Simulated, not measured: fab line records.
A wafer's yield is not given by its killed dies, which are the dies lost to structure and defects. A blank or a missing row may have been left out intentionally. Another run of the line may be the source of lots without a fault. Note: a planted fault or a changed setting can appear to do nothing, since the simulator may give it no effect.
Matching of chambers	flow sky130	rieDiel-02 running SKY_VIA3_ETCH_15: 4 sister chambers
The step etches SiO2 in C4F8/O2/Ar, stops on TiN, target depth 507 nm, time 78 s. 14 wafers are shown with their chamber, then 7 later ones without.

== EACH WAFER AND ITS CHAMBER ==
wafer	chamber	oesProductAu (a.u.)	rfFwdPowerW (W)
L075.1	2	0.934	1487
L075.2	1	0.950	1487
L075.4	3	0.956	1492
L077.3	1	0.948	1485
L077.5	3	0.942	1488
L077.6	2	0.935	1487
L082.2	3	0.944	1494
L082.3	0	0.944	1485
L082.4	3	0.949	1486
L086.1	3	0.951	1495
L086.2	2	0.944	1486
L086.3	0	0.941	1494
L088.3	3	0.951	1487
L088.4	1	0.951	1485

SIGNATURES (means of the wafers above)
reading	chamber 0	chamber 1	chamber 2	chamber 3	scatter within a chamber
oesProductAu	0.94250	0.94967	0.93767	0.94883	0.00448
rfFwdPowerW	1489.50	1485.67	1486.67	1490.33	3.42
Rule: for each reading, subtract the chamber's mean from the wafer's reading, divide by that reading's scatter and square the result; add these up over the readings and take the root, which gives the wafer's distance from the chamber. If the next closest chamber is less than 2 further off than the closest, the wafer can't be placed; otherwise it belongs to the closest. The scatter: take each reading less its chamber's mean, square it, sum over the shown wafers, divide by the number of wafers less the number of chambers, and take the root.

== WAFERS MISSING THEIR CHAMBER ==
wafer	oesProductAu (a.u.)	rfFwdPowerW (W)
L088.6	0.952	1481
L085.2	0.944	1480
L085.4	0.948	1495
L085.6	0.947	1486
L096.2	0.949	1485
L096.4	0.943	1492
L096.5	0.941	1496

== EACH ONE'S CHAMBER ==
wafer	from the rows above	in truth
L088.6	can't be placed: 1 or 3 or 0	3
L085.2	can't be placed: 1 or 2 or 0 or 3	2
L085.4	can't be placed: 3 or 0 or 1 or 2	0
L085.6	can't be placed: 1 or 3 or 0 or 2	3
L096.2	can't be placed: 1 or 3 or 0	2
L096.4	can't be placed: 0 or 3 or 2 or 1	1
L096.5	can't be placed: 0 or 3 or 2 or 1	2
Correctly placed: 0 of 7. Cannot be placed on the basis of these rows: 7; the candidates contain the true chamber in 6. Number placed wrongly: 0.
